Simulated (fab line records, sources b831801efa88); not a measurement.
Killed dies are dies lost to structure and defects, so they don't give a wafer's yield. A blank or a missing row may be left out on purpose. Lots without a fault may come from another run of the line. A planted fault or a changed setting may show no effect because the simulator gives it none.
Which tool did it? | flow sky130 | 6 lots, 18 wafers sampled, at 3 steps of a route of 708

WHAT THE GAUGES READ, wafer by wafer
SKY_NWELL_RS_MEAS_29: measures by four-point-probe.
lot  | measured     | on            | NWELL_RS (ohm/sq)
L414 | day 6 23:44  | film_metro-02 | 623.0 624.1 623.1
L416 | day 7 10:47  | film_metro-03 | 625.1 626.9 626.7
L420 | day 8 08:49  | film_metro-03 | 625.2 624.1 624.5
L426 | day 10 02:04 | film_metro-04 | 609.5 610.0 607.9
L429 | day 10 19:13 | film_metro-03 | 610.6 610.7 609.1
L431 | day 11 15:04 | film_metro-03 | 623.0 623.2 624.8

WHICH TOOL RAN EACH LOT (tool, then ch and the chambers of the sampled wafers, then the start)
lot  | SKY_NWELL_IMPLANT_11            | SKY_NWELL_STRIP_14
L414 | implanter-03 ch 0, day 6 04:07  | plasma_asher-01 ch 0,1, day 6 04:34
L416 | implanter-01 ch 0, day 6 14:26  | plasma_asher-02 ch 0,1, day 6 14:50
L420 | implanter-01 ch 0, day 7 12:31  | plasma_asher-02 ch 0,1, day 7 12:58
L426 | implanter-03 ch 0, day 9 01:34  | plasma_asher-03 ch 0,1, day 9 03:51
L429 | implanter-03 ch 0, day 9 18:49  | plasma_asher-02 ch 0,1, day 9 19:16
L431 | implanter-01 ch 0, day 10 14:04 | plasma_asher-01 ch 0,1, day 10 14:29
- SKY_NWELL_IMPLANT_11
- SKY_NWELL_STRIP_14: strips in O2/N2.

THE ANSWER, worked out from the rows above alone
Rule: what is usual is taken from the lots themselves. Put in order of their means at a reading, lots are off if they are a third of the lots or fewer, leave a main group of 4 or more, and stand apart from it by a gap of 3 or more times the standard deviation of the main group's means; of several such gaps the widest counts. A main group whose means are all the same, to the digits that the tables above print for the reading, isn't used. A lot without any number at a reading at which 4 lots or more have one is off too. The other lots that the step has rows for count as sound.
Off: L426, L429, at SKY_NWELL_RS_MEAS_29 (NWELL_RS). The main group: mean 624.5 ohm/sq, standard deviation 1.1.
A tool fits if, at a process step before that reading, it ran every lot that is off, and no sound lot after the first of them. The gauges at SKY_NWELL_RS_MEAS_29 are tried like those tools. One fits: implanter-03 at SKY_NWELL_IMPLANT_11. Its last sound lot is L414 (day 6 04:07), its first lot that is off L426 (day 9 01:34): a fault that began between those two fits.

WHAT THE SIMULATOR HAD PUT IN
Process parameter drift: implanter-03, from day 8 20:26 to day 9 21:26, at SKY_NWELL_IMPLANT_11. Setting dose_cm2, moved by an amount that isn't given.
Lots struck among those shown: L426, L429. The rule above found the same.
